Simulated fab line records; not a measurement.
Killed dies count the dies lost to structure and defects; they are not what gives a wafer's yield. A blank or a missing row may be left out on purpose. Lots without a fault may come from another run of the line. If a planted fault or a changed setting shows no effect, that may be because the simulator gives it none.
A struck lot beside a sound one | flow sky130 | 15 steps out of a route of 708
Sound: these wafers, L173.2, L173.3, L173.5. Struck: wafers L186.1, L186.2, L186.5. At the end, the cause is stated.
Order at every step that has rows: each side's tool, ch and its chambers, its first start. Under that, the readings that differ: sound wafers | struck wafers | difference of the means | sigmas: that difference in standard deviations of wafers without a fault.
alike: words and numbers the same on both sides, and readings whose means are apart by under 2 such deviations; not compared: readings that were withheld, readings missing a value for some wafer, numbers with overlapping values and no deviation given by the record, and bounds like >300 which may hide the same value.
Wherever a step has rows on one side only, a row that says differs or no value, or a row with sigmas, the two part there. When numbers do not overlap yet have no deviation, they are printed without sigmas and do not part them. A reading that every wafer of one side lacks parts them only if that side has two wafers or more.

first, 4 steps without rows for these wafers: SKY_FIELD_ISO_SOFTBAKE_09 (time 90 s); SKY_FIELD_ISO_EXPOSE_10 (exposes mask FOM, target cd 150 nm); SKY_FIELD_ISO_PEB_11; SKY_FIELD_ISO_DEVELOP_12 (develop time 60 s).
SKY_FIELD_ISO_CD_MEAS_13: target cd 150 nm.
  sound: cd_sem-01 at day 3 17:51; struck: cd_sem-02 at day 6 16:27
  alike: cd_nm
SKY_FIELD_ISO_ETCH_14: etches BARC in N2/H2, stops on SiO2, time 45.9 s, target depth 60 nm.
  sound on rie_diel-03 ch 1,2, day 3 17:57; struck on rie_diel-02 ch 0,1, day 6 16:34
  alike: chamber_pressure_mTorr, drypump_motor_current_A, oes_product_au, run_length_s, throttle_valve_pct
  not compared: rf_hours_counter_h
SKY_FIELD_ISO_ETCH_15: etches the open film in CHF3/O2, stops on Si, target depth 180 nm, time 72 s.
  sound on rie_diel-03 ch 1,2, day 3 18:00; struck on rie_diel-02 ch 0,1, day 6 16:37
  alike: chamber_pressure_mTorr, drypump_motor_current_A, oes_product_au, run_length_s, throttle_valve_pct
  not compared: rf_hours_counter_h
SKY_FIELD_ISO_STRIP_16: strips in O2/N2.
  sound on plasma_asher-04 ch 0,1, day 3 18:03; struck on plasma_asher-02 ch 0,1, day 6 16:40
  alike: chamber_pressure_mTorr, drypump_motor_current_A, oes_product_au, strip_time_to_endpoint_s
  not compared: rf_hours_counter_h
SKY_FIELD_ISO_ETCH_17: etches Si in HBr/Cl2/O2, target depth 342 nm, time 97.7 s.
  sound on rie_si-01 ch 0,3, day 3 18:09; struck on rie_si-01 ch 1,2,3, day 6 16:46
  alike: chamber_pressure_mTorr, drypump_motor_current_A, oes_product_au, run_length_s, throttle_valve_pct
  not compared: rf_hours_counter_h
then, 3 steps without rows for these wafers: SKY_FIELD_ISO_WET_ETCH_18 (etches Si3N4 in H3PO4, target depth 25 nm, time 286 s); SKY_FIELD_ISO_CLEAN_19 (cleans in SC1/SC2, time 150 s); SKY_FIELD_ISO_CLEAN_20 (cleans in dHF, time 20 s).
SKY_FIELD_ISO_WET_ETCH_21: etches SiO2 in dHF, target depth 20 nm, time 400 s.
  sound on wet_bench-04 ch 1, day 3 18:23; struck on wet_bench-01 ch 1, day 6 16:59
  reading          | sound       | struck      | difference | sigmas
  run_length_s (s) | 425 425 425 | 381 381 381 | -44        | -14
then, 1 step without rows for these wafers: SKY_FIELD_ISO_OXIDATION_22 (stabilise 600 s, purge 300 s, target thk 10 nm).
SKY_PAD_OPEN_PROBE_99:
  rows exist in the record for the sound wafers here (prober-02, day 47 15:34), none for the struck ones

== WHERE THEY PART ==
At SKY_FIELD_ISO_WET_ETCH_21 first; at SKY_PAD_OPEN_PROBE_99 last (within this record only).

WHY: whatever the simulator had introduced
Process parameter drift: wet_bench-01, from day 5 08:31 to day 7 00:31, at SKY_FIELD_ISO_WET_ETCH_21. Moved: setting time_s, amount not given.
